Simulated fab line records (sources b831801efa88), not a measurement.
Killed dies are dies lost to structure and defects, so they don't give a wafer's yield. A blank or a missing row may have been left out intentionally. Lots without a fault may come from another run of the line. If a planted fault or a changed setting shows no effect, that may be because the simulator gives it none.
Problem report in the 8D (eight disciplines) form, filled by code -- flow sky130 -- the parts of the form that need people (team, actions taken, sign-off) are left out

1. WHAT IS WRONG
At SKY_PWDE_STRIP_09, strip_time_to_endpoint_s averages 14.24 s over 6 wafers from 2 lots, while fault-free wafers read 36.86 s, standard deviation 0.099. So: -99 or more standard deviations from the usual mean.
The step: strips in O2/N2.
First seen on wafer L151.1, day 8 13:36, on plasma_asher-02. Wafers with a number at this step in the record: 36, from 12 lots. The rule behind "out" and "out of limits": a value lying over 4 standard deviations away from the usual mean. The rest of the wafers with a number are treated as sound.

2. WHAT IT IS AND WHAT IT IS NOT
question,is,is not
which readings at this step,strip_time_to_endpoint_s,drypump_motor_current_A
which lots,"L151, L152","L132, L134, L135, L137, L140, L142, L145, L148, L154, L155"
which wafers of those lots,all that have a number,-
read on which tools,"plasma_asher-02, plasma_asher-04",plasma_asher-03
when,from day 8 13:36,"up to then (24 sound wafers); but 6 sound wafers of L154, L155 came after"

3. SUSPECTS, AND WHAT RULES EACH OUT
Counting: a tool at a process step up to the reading stays a suspect if it ran every lot that is out and no sound lot after the first of them.
- litho_track-01 at SKY_PWDE_COAT_02 (resist thk 3000 nm): kept. It processed each lot that is out, first L151 at day 8 02:46, and no sound lot thereafter; up to then, the last sound lot it processed was L140 at day 5 15:19.
Remaining after the count: litho_track-01 at SKY_PWDE_COAT_02.

4. THE CAUSE (what the simulator had put in)
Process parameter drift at SKY_PWDE_COAT_02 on litho_track-01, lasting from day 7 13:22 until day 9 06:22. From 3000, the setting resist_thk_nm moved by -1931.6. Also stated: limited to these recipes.
Only this tool survived the counting.

5. SEQUENCE OF EFFECTS, ordered by route
Each row: a reading where the mean over the struck wafers with a number is more than 3 standard deviations away from the usual. Only readings whose record carries a usual standard deviation are examined. hours: median over the lots of the time between each lot's start at the first step of this table that gives one and its start at this step. sigmas: the change, counted in usual standard deviations.
hours,step,reading,usual,on struck wafers,change,sigmas
0,SKY_PWDE_STRIP_09,strip_time_to_endpoint_s,36.86 s,14.24,-22.62,-99 or more
1002,SKY_PAD_OPEN_PROBE_99,killed_at_front_end,16,373,+357,+87
1002,SKY_PAD_OPEN_PROBE_99,killed_dies,86,443,+357,+38
1002,SKY_PAD_OPEN_PROBE_99,killed_on_rim,17,87,+70,+17
It contains these process steps:
- SKY_PWDE_STRIP_09: strips in O2/N2.
- SKY_PAD_OPEN_PROBE_99
At these later measuring or inspecting steps, every struck wafer for which the step has a row has a number for every such reading, and none has moved that far: SKY_VT_ADJUST_HVTP_CD_MEAS_07.

6. WHAT WOULD HAVE CAUGHT IT SOONER
In this record no reading fell out of limits until day 8 13:36, 24 hours after the fault had begun at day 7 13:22.
By day 8 13:36 the whole set of lots that are out, 2 in number, had already begun SKY_PWDE_COAT_02 on litho_track-01. Had the tool been put on hold then, not one of them would have been saved.
